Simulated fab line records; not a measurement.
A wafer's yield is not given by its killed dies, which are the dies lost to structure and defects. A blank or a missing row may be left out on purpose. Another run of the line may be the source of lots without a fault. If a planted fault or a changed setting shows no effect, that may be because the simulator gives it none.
Which tool was responsible? -- flow gf180mcu -- 11 lots with 33 wafers sampled at 7 steps, on a route of 602 steps

## WHAT EACH GAUGE READ, for each wafer
GF_TOP_METAL_RS_MEAS_05: uses a four-point probe to measure. Usual: for TOP_METAL_ALCU_RS the level is 0.0328 ohm/sq and the standard deviation is 0.00046.
lot,measured,on,TOP_METAL_ALCU_RS (ohm/sq),flag
L331,day 27 05:09,film metro-04,0.0323 0.0320 0.0323,
L332,day 27 13:38,film metro-02,0.0332 0.0328 0.0329,
L334,day 28 06:26,film metro-02,0.0322 0.0329 0.0321,
L336,day 29 04:18,film metro-02,0.0333 0.0336 0.0333,
L338,day 29 18:28,film metro-02,0.0328 0.0328 0.0330,
L339,day 29 18:34,film metro-01,0.0329 0.0331 0.0331,
L340,day 30 07:20,film metro-04,0.0328 0.0324 0.0331,
L342,day 30 13:30,film metro-02,0.0330 0.0332 0.0331,
L343,day 31 04:53,film metro-01,0.0328 0.0333 0.0323,
L345,day 31 12:39,film metro-04,0.0331 0.0331 0.0323,
L348,day 32 06:23,film metro-02,0.0334 0.0326 0.0198,OFF

GF_TOP_METAL_THK_MEAS_06: measures by xrf. Usual: for TOP_METAL_ALCU_THK the level is 921 nm and the standard deviation is 14.
lot,measured,on,TOP_METAL_ALCU_THK (nm),flag
L331,day 27 05:16,film metro-04,923 929 929,
L332,day 27 13:45,film metro-02,910 925 922,
L334,day 28 06:33,film metro-02,940 915 943,
L336,day 29 04:25,film metro-02,917 908 915,
L338,day 29 18:34,film metro-02,930 928 924,
L339,day 29 18:41,film metro-01,908 906 912,
L340,day 30 07:26,film metro-04,919 924 911,
L342,day 30 13:37,film metro-02,923 915 921,
L343,day 31 05:01,film metro-01,916 902 932,
L345,day 31 12:46,film metro-04,899 899 917,
L348,day 32 06:29,film metro-02,908 930 1528,OFF

GF_PASSIVATION_BOW_MEAS_14. Usual: for PASSIVATION_BOW the level is 138 um and the standard deviation is 9.3.
lot,measured,on,PASSIVATION_BOW (um),flag
L331,day 28 23:18,film metro-04,147 139 142,
L332,day 29 07:16,film metro-01,139 137 147,
L334,day 29 23:35,film metro-03,126 131 150,
L336,day 30 21:33,film metro-03,133 148 157,
L338,day 31 10:10,film metro-01,130 128 136,
L339,day 31 10:29,film metro-01,157 160 150,
L340,day 31 20:46,film metro-01,153 153 155,
L342,day 32 03:05,film metro-01,138 142 137,
L343,day 32 17:41,film metro-01,150 153 151,
L345,day 33 00:51,film metro-03,137 147 135,
L348,day 33 16:24,film metro-01,139 133 107,

## WHAT TOOL EACH LOT RAN ON (gives the tool, then ch and the chambers of the sampled wafers, and finally the start)
lot,GF_V5_CMP_04,GF_V5_CVD_23,GF_TOP_METAL_SPUTTER_01,GF_TOP_METAL_SPUTTER_02
L331,"cmp-02 ch 0,1,3, day 26 06:14","cvd w-01 ch 0,1, day 27 04:17","pvd sputter-04, day 27 05:00","pvd sputter-04, day 27 05:02"
L332,"cmp-01 ch 0,1,3, day 26 15:23","cvd w-02 ch 0,1, day 27 12:43","pvd sputter-03, day 27 13:30","pvd sputter-03, day 27 13:32"
L334,"cmp-01 ch 0,1, day 27 08:31","cvd w-02 ch 0,1, day 28 05:33","pvd sputter-01, day 28 06:19","pvd sputter-01, day 28 06:20"
L336,"cmp-02 ch 0,1, day 28 07:05","cvd w-01 ch 0,1, day 29 03:25","pvd sputter-01, day 29 04:10","pvd sputter-01, day 29 04:11"
L338,"cmp-01 ch 1,2, day 28 18:59","cvd w-01 ch 0,1, day 29 15:19","pvd sputter-04, day 29 15:58","pvd sputter-04, day 29 16:01"
L339,"cmp-02 ch 1,2,3, day 28 21:31","cvd w-01 ch 0,1, day 29 17:32","pvd sputter-01, day 29 18:27","pvd sputter-01, day 29 18:29"
L340,"cmp-02 ch 0,1,2, day 29 10:17","cvd w-02 ch 0,1, day 30 06:32","pvd sputter-04, day 30 07:11","pvd sputter-04, day 30 07:13"
L342,"cmp-02 ch 1,2, day 29 17:12","cvd w-01 ch 0,1, day 30 12:41","pvd sputter-01, day 30 13:23","pvd sputter-01, day 30 13:25"
L343,"cmp-01 ch 0,3, day 30 08:04","cvd w-02 ch 1, day 31 04:05","pvd sputter-01, day 31 04:46","pvd sputter-01, day 31 04:48"
L345,"cmp-02 ch 0,1,3, day 30 16:59","cvd w-01 ch 0,1, day 31 11:49","pvd sputter-01, day 31 12:31","pvd sputter-01, day 31 12:32"
L348,"cmp-02 ch 0,1,3, day 31 10:55","cvd w-01 ch 1, day 32 05:33","pvd sputter-04, day 32 06:14","pvd sputter-04, day 32 06:16"
- GF_V5_CMP_04: polishes SiO2.
- GF_V5_CVD_23: deposits W, target thk 350 nm, time 104.9 s.
- GF_TOP_METAL_SPUTTER_01: material TiN, target thk 30 nm, time 25 s.
- GF_TOP_METAL_SPUTTER_02: material AlCu, target thk 900 nm, time 47.82 s.

## WHAT THE TOOLS THEMSELVES READ (means of the sampled wafers that have a number; where no wafer has one, the mark that the record gives instead)
GF_V5_CMP_04. Usual: motor current A at 11.9 A, with a standard deviation of 0.86.
lot,tool,motor current A (A),flag
L331,cmp-02,13.0,
L332,cmp-01,11.2,
L334,cmp-01,11.5,
L336,cmp-02,12.4,
L338,cmp-01,12.1,
L339,cmp-02,12.1,
L340,cmp-02,11.9,
L342,cmp-02,11.5,
L343,cmp-01,10.9,
L345,cmp-02,12.7,
L348,cmp-02,12.4,

GF_V5_CVD_23. Usual: heater power w at 971 W, with a standard deviation of 120.
lot,tool,heater power w (W),flag
L331,cvd w-01,1029,
L332,cvd w-02,918,
L334,cvd w-02,820,
L336,cvd w-01,1035,
L338,cvd w-01,1050,
L339,cvd w-01,1018,
L340,cvd w-02,926,
L342,cvd w-01,1023,
L343,cvd w-02,741,
L345,cvd w-01,1045,
L348,cvd w-01,1046,

GF_TOP_METAL_SPUTTER_01. Usual: cathode dc power W 6500.0 W, standard deviation 1.3; throttle valve pct 30.1 %, standard deviation 0.96.
lot,tool,cathode dc power W (W),throttle valve pct (%),flag
L331,pvd sputter-04,6499.2,29.3,
L332,pvd sputter-03,6500.0,29.6,
L334,pvd sputter-01,6500.2,31.1,
L336,pvd sputter-01,6501.0,30.5,
L338,pvd sputter-04,6499.2,29.2,
L339,pvd sputter-01,6499.9,30.6,
L340,pvd sputter-04,6500.7,30.2,
L342,pvd sputter-01,6499.3,30.4,
L343,pvd sputter-01,6499.1,30.9,
L345,pvd sputter-01,6499.3,30.3,
L348,pvd sputter-04,6499.4,29.3,

GF_TOP_METAL_SPUTTER_02. Usual: cathode dc power W 10600 W, standard deviation 1.7; substrate temp c 250.03 C, standard deviation 0.17; throttle valve pct 30.1 %, standard deviation 0.97.
lot,tool,cathode dc power W (W),substrate temp c (C),throttle valve pct (%),flag
L331,pvd sputter-04,10601,250.05,29.3,
L332,pvd sputter-03,10602,250.00,29.7,
L334,pvd sputter-01,10600,250.18,31.1,
L336,pvd sputter-01,10599,250.06,30.3,
L338,pvd sputter-04,10599,250.20,29.3,
L339,pvd sputter-01,10600,249.96,30.6,
L340,pvd sputter-04,10600,250.06,30.2,
L342,pvd sputter-01,10602,249.87,30.5,
L343,pvd sputter-01,10602,250.06,30.8,
L345,pvd sputter-01,10600,250.10,30.4,
L348,pvd sputter-04,10599,249.92,29.3,

## THE ANSWER, worked out from the rows above alone
Rule: a lot counts as off when the mean over its wafers that have a number is more than 3 standard deviations away from the usual mean. Also off: a lot with no number at a reading for which 4 or more lots have one. Any other lot the step has rows for is counted as sound. Order of review: gauges by route order, followed by the tools' own readings, for which a lot's mean as printed above is used. The first step at which some lot is off is used, and at that step the reading that is off furthest; a lot without a number counts as furthest.
Off: L348, seen at GF_TOP_METAL_RS_MEAS_05 (TOP_METAL_ALCU_RS).
A tool fits if, at a process step before that reading, it ran every lot that is off, and no sound lot after the first of them. Gauges at GF_TOP_METAL_RS_MEAS_05: tried the same way as those tools. Can't be told from this: 4 tools fit, cmp-02 at GF_V5_CMP_04, cvd w-01 at GF_V5_CVD_23, pvd sputter-04 at GF_TOP_METAL_SPUTTER_01 and GF_TOP_METAL_SPUTTER_02, film metro-02 at GF_TOP_METAL_RS_MEAS_05.

## WHAT THE SIMULATOR HAD PUT IN
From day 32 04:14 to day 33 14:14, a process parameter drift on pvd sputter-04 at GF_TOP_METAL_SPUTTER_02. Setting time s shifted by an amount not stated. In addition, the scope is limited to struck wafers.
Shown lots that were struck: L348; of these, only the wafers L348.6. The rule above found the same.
